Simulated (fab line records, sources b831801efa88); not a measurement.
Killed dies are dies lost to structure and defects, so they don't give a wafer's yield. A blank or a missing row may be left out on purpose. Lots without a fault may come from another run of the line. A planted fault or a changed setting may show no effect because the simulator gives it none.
A struck lot beside a sound one | flow sky130 | 16 steps out of a route of 708
Sound: wafers L568.2, L568.4, L568.6. Struck: wafers L575.1, L575.3, L575.4. The cause comes at the end.
At each step with rows: each side's tool, then ch and its chambers, then its first start. Under that, the readings that differ: sound wafers | struck wafers | difference of the means | sigmas: that difference in standard deviations of wafers without a fault.
alike: readings whose means differ by less than 2 such deviations, and words and numbers that are the same on both sides. not compared: withheld readings, readings that some wafer has no value for, bounds like >300 that may hide the same value, and numbers for which the record gives no deviation and whose values overlap.
The two part at a step that has a row with sigmas, a row that says differs or no value, or rows on one side only. Numbers that don't overlap but have no deviation are shown without sigmas and don't part them. A reading that every wafer of one side lacks parts them only if that side has two wafers or more.

SKY_NWELL_RS_MEAS_29: measures by four-point-probe.
  sound on film_metro-01, day 6 01:55; struck on film_metro-03, day 7 08:18
  alike: NWELL_RS
SKY_NWELL_RS_MEAS_31: measures by four-point-probe.
  sound on film_metro-01, day 6 02:10; struck on film_metro-03, day 7 08:32
  alike: PWDE_RS
then, 7 steps without rows for these wafers: SKY_VT_ADJUST_HVTP_DEHYDRATE_00 (time 60 s); SKY_VT_ADJUST_HVTP_HMDS_01 (prime time 60 s); SKY_VT_ADJUST_HVTP_COAT_02 (resist thk 1140 nm); SKY_VT_ADJUST_HVTP_SOFTBAKE_03 (time 60 s); SKY_VT_ADJUST_HVTP_EXPOSE_04 (exposes mask HVTPM, target cd 380 nm); SKY_VT_ADJUST_HVTP_PEB_05; SKY_VT_ADJUST_HVTP_DEVELOP_06 (develop time 60 s).
SKY_VT_ADJUST_HVTP_CD_MEAS_07: target cd 380 nm.
  sound on cd_sem-02, day 6 21:14; struck on cd_sem-02, day 8 04:16
  alike: cd_nm
SKY_VT_ADJUST_HVTP_OVL_MEAS_08:
  sound on overlay-01, day 6 21:20; struck on overlay-01, day 8 04:23
  alike: VT_ADJUST_HVTP_OVL
SKY_VT_ADJUST_HVTP_IMPLANT_09:
  sound on implanter-04 ch 0, day 6 21:23; struck on implanter-01 ch 0, day 8 04:44
SKY_VT_ADJUST_HVTP_STRIP_10: strips in O2/N2.
  sound on plasma_asher-02 ch 0,1, day 6 21:31; struck on plasma_asher-03 ch 0,1, day 8 04:54
  alike: drypump_motor_current_A, oes_product_au, strip_time_to_endpoint_s
  not compared: rf_hours_counter_h
SKY_VT_ADJUST_HVTP_TW_MEAS_11:
  sound on film_metro-01, day 6 21:38; struck on film_metro-03, day 8 05:00
  reading           | sound          | struck         | difference | sigmas
  VT_ADJUST_HVTP_TW | 1350 1346 1349 | 1696 1699 1702 | +351       | +43
then, 1 step without rows for these wafers: SKY_VT_ADJUST_LVTN_DEHYDRATE_00 (time 60 s).
-- the record jumps here: 40 days lie between the struck wafers' starts before and after (it left off in module VT_ADJUST_LVTN and takes up again in module PAD_OPEN, whose first step shown is number 708 of the route) --
SKY_PAD_OPEN_PROBE_99:
  sound on prober-01, day 46 15:44; struck on prober-01, day 47 18:35
  reading                                 | sound             | struck            | difference | sigmas
  model.etest.tip_p.rs_ohm_sq             | 6997 6970 7033    | 8902 8987 8845    | +1911      |
  model.etest.pfet_01v8.r_on_ohm_um       | 2902 2919 2880    | 3533 3556 3636    | +675       |
  model.etest.tip_p.rs_ohm_sq_range       | 111.3 196.7 203.3 | 314.3 303.6 338.9 | +148.5     |
  model.etest.pfet_01v8.drive_ua_um       | 190 188.3 191.9   | 131.4 129.9 126.1 | -60.9      |
  model.etest.pfet_01v8_mvt.drive_ua_um   | 148.1 148.3 149.7 | 93.87 94.23 91.83 | -55.39     |
  model.etest.pfet_01v8_hvt.drive_ua_um   | 140.3 140.8 141.4 | 102.5 102 97.72   | -40.1      |
  model.etest.sram_pfet_latch.drive_ua_um | 137.8 134.8 141.2 | 101.5 99.83 98.53 | -38.0      |
  model.etest.ring_1v8.delay_ps           | 21.2 21.49 21.27  | 26.82 27.25 27.77 | +5.96      |
  alike: killed_at_M0_to_M3, killed_at_M4_up, killed_at_contacts, killed_at_front_end, killed_at_other, killed_dies, killed_open, killed_short

WHERE THEY PART
Only at SKY_VT_ADJUST_HVTP_TW_MEAS_11, within this record. Later steps at which nothing parts them and some readings are alike: SKY_PAD_OPEN_PROBE_99.

WHY: what the simulator had put in
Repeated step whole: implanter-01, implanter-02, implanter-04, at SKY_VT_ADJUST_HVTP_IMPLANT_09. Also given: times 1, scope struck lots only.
